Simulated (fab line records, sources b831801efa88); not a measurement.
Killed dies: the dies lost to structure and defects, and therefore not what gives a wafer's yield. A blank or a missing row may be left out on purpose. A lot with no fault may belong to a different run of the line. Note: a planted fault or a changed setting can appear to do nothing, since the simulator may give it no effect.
What tool caused it?	flow sky130	Sampling: 6 lots, 18 wafers, 2 of 708 route steps

## WHAT THE GAUGES SHOWED, per wafer
SKY_VIA4_THK_MEAS_01.
lot	measured	on	VIA4_HDPCVD_THK (nm)
L759	day 42 11:59	film metro-04	1733 1769 1760
L769	day 45 08:16	film metro-01	1750 1713 1776
L773	day 46 03:25	film metro-03	1763 1723 1739
L776	day 47 01:17	film metro-04	1729 1758 1713
L778	day 47 16:09	film metro-04	1747 1756 1734
L780	day 47 19:34	film metro-03	1727 1717 1766

## WHICH TOOL RAN EACH LOT (tool, then ch and the chambers of the sampled wafers, then the start)
lot	SKY_SONOS_TUNNEL_STRIP_11
L759	wet bench-01 ch 2, day 11 21:49
L769	wet bench-03 ch 3, day 15 08:04
L773	wet bench-01 ch 0, day 16 12:52
L776	wet bench-01 ch 2, day 17 11:32
L778	wet bench-01 ch 2, day 18 09:38
L780	wet bench-04 ch 1, day 18 20:25
- SKY_SONOS_TUNNEL_STRIP_11: strips in SPM, time 600 s.

## THE ANSWER, worked out from the rows above alone
Rule: the lots themselves supply what counts as usual. Put in order of their means at a reading, lots are off if they are a third of the lots or fewer, leave a main group of 4 or more, and stand apart from it by a gap of 3 or more times the standard deviation of the main group's means; of several such gaps the widest counts. Not used: any main group whose means are identical at the precision the tables above print for the reading. Also off: a lot with no number at a reading for which 4 or more lots have one. All remaining lots with rows at the step are treated as sound.
Across all readings shown, no lot is off: no conclusion can be drawn from this.

## WHAT THE SIMULATOR PUT IN
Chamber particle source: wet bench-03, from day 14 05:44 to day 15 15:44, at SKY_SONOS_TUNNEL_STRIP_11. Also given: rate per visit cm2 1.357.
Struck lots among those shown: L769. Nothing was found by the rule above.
